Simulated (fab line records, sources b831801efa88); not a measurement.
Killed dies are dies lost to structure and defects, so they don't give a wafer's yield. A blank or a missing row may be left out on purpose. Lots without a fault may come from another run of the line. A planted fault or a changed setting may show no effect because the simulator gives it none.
Chamber matching | flow sky130 | SKY_VIA2_CMP_02 on cmp-01: 4 sister chambers
The step polishes SiO2. 4 wafers are shown with their chamber, then 12 later ones without.

WAFERS WITH THEIR CHAMBER
wafer  | chamber | motor_current_A (A)
L092.2 | 0       | 13.4
L091.1 | 2       | 13.0
L091.3 | 1       | 14.8
L091.5 | 3       | 12.9

WAFERS WITHOUT THEIR CHAMBER
wafer  | motor_current_A (A)
L093.1 | 12.5
L093.4 | 12.7
L093.5 | 13.8
L094.1 | 12.4
L094.4 | 12.1
L094.5 | 13.2
L095.1 | 14.0
L095.2 | 12.4
L095.4 | 12.2
L097.2 | 13.0
L097.4 | 12.1
L097.5 | 14.6

WHICH CHAMBER EACH WENT THROUGH
wafer  | from the rows above               | in truth
L093.1 | can't be placed: 3 or 2 or 0      | 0
L093.4 | can't be placed: 3 or 2 or 0      | 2
L093.5 | can't be placed: 0 or 2 or 3 or 1 | 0
L094.1 | can't be placed: 3 or 2 or 0      | 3
L094.4 | can't be placed: 3 or 2 or 0      | 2
L094.5 | can't be placed: 2 or 0 or 3      | 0
L095.1 | can't be placed: 0 or 1 or 2 or 3 | 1
L095.2 | can't be placed: 3 or 2 or 0      | 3
L095.4 | can't be placed: 3 or 2 or 0      | 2
L097.2 | can't be placed: 2 or 3 or 0      | 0
L097.4 | can't be placed: 3 or 2 or 0      | 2
L097.5 | can't be placed: 1 or 0           | 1
Placed correctly: 0 of 12. Can't be placed from these rows: 12 (the true chamber is among the candidates in 12). Placed wrongly: 0.
How it was worked out, from the rows above alone: a wafer's distance from a chamber is the root of the sum, over the readings, of the square of ((its reading less the chamber's mean) divided by the reading's scatter). The wafer belongs to the nearest chamber; if the next one is less than 2 further off, it can't be placed. A chamber's mean is the mean of its shown wafers. The scatter: with one shown wafer a chamber, the root of the mean of the squares of how far each hidden wafer lies from its nearest shown one.
